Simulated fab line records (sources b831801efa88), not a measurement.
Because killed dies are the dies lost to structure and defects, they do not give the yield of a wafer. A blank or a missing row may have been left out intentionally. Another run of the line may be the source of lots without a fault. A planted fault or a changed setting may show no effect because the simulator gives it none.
Which of the tools did it? :: flow gf180mcu :: route of 602 steps, sampled at 1 step: 7 lots, 21 wafers

## WHAT THE GAUGES READ, wafer by wafer
GF_HV_LDD_OVL_MEAS_20.
lot: L700
measured: day 10 21:34
on: overlay-01
HV_LDD_01_OVL (nm): -1.4 -2.0 -1.2

lot: L702
measured: day 11 10:37
on: overlay-02
HV_LDD_01_OVL (nm): -1.1 -1.4 -1.5

lot: L711
measured: day 14 17:54
on: overlay-02
HV_LDD_01_OVL (nm): -1.5 -2.9 -4.0

lot: L715
measured: day 16 08:22
on: overlay-01
HV_LDD_01_OVL (nm): -1.0 -0.7 -1.6

lot: L718
measured: day 17 01:25
on: overlay-01
HV_LDD_01_OVL (nm): -2.7 -2.2 -2.1

lot: L720
measured: day 17 12:39
on: overlay-01
HV_LDD_01_OVL (nm): -2.1 -2.8 -2.6

lot: L721
measured: day 18 01:10
on: overlay-02
HV_LDD_01_OVL (nm): -0.4 0.2 -1.0

## WHICH TOOL RAN EACH LOT (tool, then ch and the chambers of the sampled wafers, then the start)
No process step before these readings appears in the record.

## THE ANSWER, worked out from the rows above alone
Rule: the lots themselves supply what counts as usual. The widest of any qualifying gaps counts: lots, ordered by their means at a reading, are off when they make up no more than a third of the lots, leave a main group of 4 or more, and stand apart from it by 3 or more times the standard deviation of that group's means. Not used: any main group whose means are identical at the precision the tables above print for the reading. Also off: a lot with no number at a reading for which 4 or more lots have one. The other lots that the step has rows for count as sound.
No lot is off at any reading shown: from this, nothing can be told.

## WHAT HAD BEEN PUT IN BY THE SIMULATOR
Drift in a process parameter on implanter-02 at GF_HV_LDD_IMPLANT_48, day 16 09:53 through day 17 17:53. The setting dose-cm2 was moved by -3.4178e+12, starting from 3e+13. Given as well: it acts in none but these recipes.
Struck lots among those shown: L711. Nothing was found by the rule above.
